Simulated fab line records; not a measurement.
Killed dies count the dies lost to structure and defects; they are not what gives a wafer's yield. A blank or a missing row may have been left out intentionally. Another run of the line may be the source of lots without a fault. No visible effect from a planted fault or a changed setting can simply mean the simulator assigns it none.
Which tool was responsible? | flow gf180mcu | 33 wafers from 11 lots sampled at 2 of the route's 602 steps

WHAT THE GAUGES SHOWED, per wafer
GF_V3_CD_MEAS_14: the cd target is 260 nm.
lot  | measured     | on        | cd-nm (nm)
L257 | day 22 13:43 | cd-sem-01 | 259.4 260.5 260.4
L260 | day 23 12:55 | cd-sem-01 | 262.4 262.4 263.0
L262 | day 24 09:34 | cd-sem-02 | 259.8 257.7 258.6
L263 | day 24 11:49 | cd-sem-02 | 261.4 260.6 260.5
L264 | day 25 01:24 | cd-sem-02 | 261.0 260.4 261.0
L265 | day 25 09:03 | cd-sem-02 | 260.8 260.9 260.5
L268 | day 26 04:24 | cd-sem-02 | 260.6 260.4 261.0
L276 | day 28 17:19 | cd-sem-01 | 261.8 262.2 262.5
L278 | day 29 05:27 | cd-sem-02 | 260.6 260.6 260.8
L279 | day 29 13:31 | cd-sem-02 | 258.0 258.4 260.2
L280 | day 29 15:49 | cd-sem-01 | 259.0 259.2 260.0

EACH LOT AND THE TOOL THAT RAN IT (in order: tool; ch and the chambers of the sampled wafers; start)
lot  | GF_V3_CVD_02
L257 | pecvd-03 ch 0,1,2, day 21 14:27
L260 | pecvd-04 ch 0,1, day 22 13:37
L262 | pecvd-03 ch 0,1, day 23 10:25
L263 | pecvd-03 ch 0,1, day 23 12:10
L264 | pecvd-02 ch 0,2, day 24 03:29
L265 | pecvd-02 ch 0,1,2, day 24 11:10
L268 | pecvd-03 ch 0,2, day 25 06:48
L276 | pecvd-03 ch 0,1,2, day 27 21:27
L278 | pecvd-04 ch 0,1,2, day 28 09:52
L279 | pecvd-04 ch 1,2, day 28 17:51
L280 | pecvd-02 ch 0,1,2, day 28 20:18
- GF_V3_CVD_02: deposits SiO2 from TEOS, target thk 850 nm, time 94.851 s.

THE ANSWER, worked out from the rows above alone
Rule: the usual values come from the lots themselves. Put in order of their means at a reading, lots are off if they are a third of the lots or fewer, leave a main group of 4 or more, and stand apart from it by a gap of 3 or more times the standard deviation of the main group's means; of several such gaps the widest counts. A main group whose means are all the same, to the digits that the tables above print for the reading, isn't used. Also off: a lot with no number at a reading for which 4 or more lots have one. Where the step has rows for the other lots, those lots are counted as sound.
No lot is off on any of the readings shown, so nothing can be concluded from this.

WHAT THE SIMULATOR PUT IN
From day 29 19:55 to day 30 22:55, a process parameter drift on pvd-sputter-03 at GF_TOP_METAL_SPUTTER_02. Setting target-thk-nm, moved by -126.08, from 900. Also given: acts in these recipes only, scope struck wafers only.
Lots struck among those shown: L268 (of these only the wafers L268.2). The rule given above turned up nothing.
